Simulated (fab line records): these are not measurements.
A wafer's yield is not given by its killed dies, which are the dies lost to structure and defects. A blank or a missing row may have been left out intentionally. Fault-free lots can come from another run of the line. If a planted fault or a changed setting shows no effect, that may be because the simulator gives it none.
What tool caused it?	flow gf180mcu	6 lots with 18 wafers sampled at 2 steps, on a route of 602 steps

WHAT THE GAUGES SHOWED, per wafer
GF_DUAL_GATE_OVL_MEAS_11.
lot	measured	on	DUAL_GATE_OVL (nm)
L379	day 8 10:50	overlay-01	2.2 1.4 3.7
L382	day 9 05:56	overlay-02	-0.5 -0.6 0.7
L384	day 9 22:27	overlay-02	0.8 1.2 -0.1
L394	day 12 18:07	overlay-02	- - -
L397	day 14 00:07	overlay-01	0.0 0.6 -0.8
L400	day 14 18:58	overlay-02	-0.5 -2.8 -1.2

WHAT TOOL EACH LOT RAN ON (gives the tool, then ch and the chambers of the sampled wafers, and finally the start)
lot	GF_DUAL_GATE_EXPOSE_08
L379	iline_stepper-01 ch 0, day 8 03:23
L382	iline_stepper-01 ch 0, day 8 21:35
L384	iline_stepper-02 ch 0, day 9 13:47
L394	iline_stepper-01 ch 0, day 12 08:17
L397	iline_stepper-02 ch 0, day 13 15:03
L400	iline_stepper-01 ch 0, day 14 09:07
- GF_DUAL_GATE_EXPOSE_08: exposes mask Dualgate, target cd 700 nm.

THE ANSWER, worked out from the rows above alone
Rule: the lots themselves supply what counts as usual. Put in order of their means at a reading, lots are off if they are a third of the lots or fewer, leave a main group of 4 or more, and stand apart from it by a gap of 3 or more times the standard deviation of the main group's means; of several such gaps the widest counts. The tables above print the reading to a certain number of digits; a main group whose means all agree to those digits is not used. A lot without any number at a reading at which 4 lots or more have one is off too. All remaining lots with rows at the step are treated as sound.
Off: at GF_DUAL_GATE_OVL_MEAS_11 (DUAL_GATE_OVL), L394. Without a number there: L394. The main group: mean 0.3 nm, standard deviation 1.3.
If a tool, at a process step before that reading, ran all the lots that are off and no sound lot after the first of them, it fits. The gauges at GF_DUAL_GATE_OVL_MEAS_11 are tried like those tools. None of those tried fits.

WHAT HAD BEEN PUT IN BY THE SIMULATOR
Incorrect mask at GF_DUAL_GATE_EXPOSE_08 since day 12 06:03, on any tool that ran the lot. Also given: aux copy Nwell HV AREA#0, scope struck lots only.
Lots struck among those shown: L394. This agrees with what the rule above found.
